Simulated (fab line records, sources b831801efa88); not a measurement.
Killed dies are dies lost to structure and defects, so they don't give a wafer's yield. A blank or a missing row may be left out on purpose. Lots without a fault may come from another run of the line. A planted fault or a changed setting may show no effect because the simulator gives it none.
Which tool did it? | flow gf180mcu | 12 lots, 36 wafers sampled, at 6 steps of a route of 602

WHAT THE GAUGES READ, wafer by wafer
GF_V4_OVL_MEAS_15.
lot  | measured     | on         | V4_OVL (nm)
L075 | day 24 15:37 | overlay-02 | -4 1 3
L077 | day 25 14:26 | overlay-02 | -6 -3 0
L079 | day 26 06:19 | overlay-01 | 3 -2 -3
L081 | day 26 17:46 | overlay-02 | -8 -5 2
L083 | day 27 07:01 | overlay-01 | -6 -9 -3
L085 | day 27 21:20 | overlay-02 | -7 0 -6
L087 | day 28 17:34 | overlay-02 | 2 -9 -10
L089 | day 29 11:25 | overlay-02 | -6 -5 -10
L091 | day 29 19:46 | overlay-01 | -10 -6 -4
L093 | day 30 14:14 | overlay-02 | -8 -14 -11
L096 | day 31 04:50 | overlay-01 | -5 5 -3
L097 | day 31 06:49 | overlay-02 | -2 4 0

WHICH TOOL RAN EACH LOT (tool, then ch and the chambers of the sampled wafers, then the start)
lot  | GF_V2_CVD_02                    | GF_M3_SPUTTER_03             | GF_V3_ETCH_16                      | GF_V3_ETCH_17                                 | GF_M4_SPUTTER_04
L075 | pecvd-04 ch 0,1,2, day 19 12:47 | pvd_sputter-04, day 20 15:36 | rie_diel-01 ch 0,1,3, day 22 15:47 | rie_diel-01 ch 0,1,3, day 22 17:19 or earlier | pvd_sputter-01, day 22 17:19
L077 | pecvd-03 ch 0,1,2, day 20 12:17 | pvd_sputter-03, day 21 14:00 | rie_diel-01 ch 1,2,3, day 23 15:06 | rie_diel-01 ch 1,2,3, day 23 16:55 or earlier | pvd_sputter-01, day 23 16:55
L079 | pecvd-04 ch 1,2, day 21 06:50   | pvd_sputter-03, day 22 08:46 | rie_diel-04 ch 0,1,2, day 24 07:40 | rie_diel-04 ch 0,1,2, day 24 09:13 or earlier | pvd_sputter-04, day 24 09:13
L081 | pecvd-03 ch 0,2, day 21 21:38   | pvd_sputter-03, day 22 22:25 | rie_diel-01 ch 0,2,3, day 24 20:02 | rie_diel-01 ch 0,2,3, day 24 21:35 or earlier | pvd_sputter-04, day 24 21:35
L083 | pecvd-03 ch 0,1,2, day 22 12:55 | pvd_sputter-03, day 23 13:40 | rie_diel-04 ch 0,2, day 25 10:00   | rie_diel-04 ch 0,2, day 25 11:46 or earlier   | pvd_sputter-01, day 25 11:46
L085 | pecvd-02 ch 0,1, day 23 04:38   | pvd_sputter-03, day 24 04:56 | rie_diel-04 ch 2,3, day 26 01:41   | rie_diel-04 ch 2,3, day 26 03:13 or earlier   | pvd_sputter-04, day 26 03:13
L087 | pecvd-04 ch 0,2, day 24 03:29   | pvd_sputter-04, day 25 03:44 | rie_diel-04 ch 0,1,3, day 26 22:28 | rie_diel-04 ch 0,1,3, day 27 00:02 or earlier | pvd_sputter-04, day 27 00:02
L089 | pecvd-03 ch 0,1,2, day 24 23:51 | pvd_sputter-03, day 25 23:07 | rie_diel-04 ch 1,3, day 27 17:07   | rie_diel-04 ch 1,3, day 27 18:59 or earlier   | pvd_sputter-01, day 27 18:59
L091 | pecvd-02 ch 1,2, day 25 09:11   | pvd_sputter-02, day 26 08:38 | rie_diel-04 ch 2,3, day 28 02:35   | rie_diel-04 ch 2,3, day 28 04:07 or earlier   | pvd_sputter-04, day 28 04:07
L093 | pecvd-02 ch 0,1,2, day 26 06:47 | pvd_sputter-02, day 27 05:27 | rie_diel-04 ch 0,2,3, day 28 21:32 | rie_diel-04 ch 0,2,3, day 28 23:06 or earlier | pvd_sputter-01, day 28 23:06
L096 | pecvd-03 ch 0,1,2, day 26 22:50 | pvd_sputter-03, day 27 20:47 | rie_diel-04 ch 0,1,2, day 29 13:23 | rie_diel-04 ch 0,1,2, day 29 14:55 or earlier | pvd_sputter-04, day 29 14:55
L097 | pecvd-04 ch 0,1, day 27 01:29   | pvd_sputter-04, day 28 00:02 | rie_diel-01 ch 0,1,2, day 29 16:09 | rie_diel-01 ch 0,1,2, day 29 17:41 or earlier | pvd_sputter-01, day 29 17:41
- GF_V2_CVD_02: deposits SiO2 from TEOS, target thk 850 nm, time 94.851 s.
- GF_M3_SPUTTER_03: material Ti, target thk 10 nm, time 6.7 s.
- GF_V3_ETCH_16: etches BARC in N2/H2.
- GF_V3_ETCH_17: etches SiO2 in C4F8/O2/Ar, stops on TiN, target depth 635 nm.
- GF_M4_SPUTTER_04: material TiN, target thk 50 nm, time 41.7 s.

THE ANSWER, worked out from the rows above alone
Rule: what is usual is taken from the lots themselves. Put in order of their means at a reading, lots are off if they are a third of the lots or fewer, leave a main group of 4 or more, and stand apart from it by a gap of 3 or more times the standard deviation of the main group's means; of several such gaps the widest counts. A main group whose means are all the same, to the digits that the tables above print for the reading, isn't used. A lot without any number at a reading at which 4 lots or more have one is off too. The other lots that the step has rows for count as sound.
No lot is off at any reading shown: from this, nothing can be told.

WHAT THE SIMULATOR HAD PUT IN
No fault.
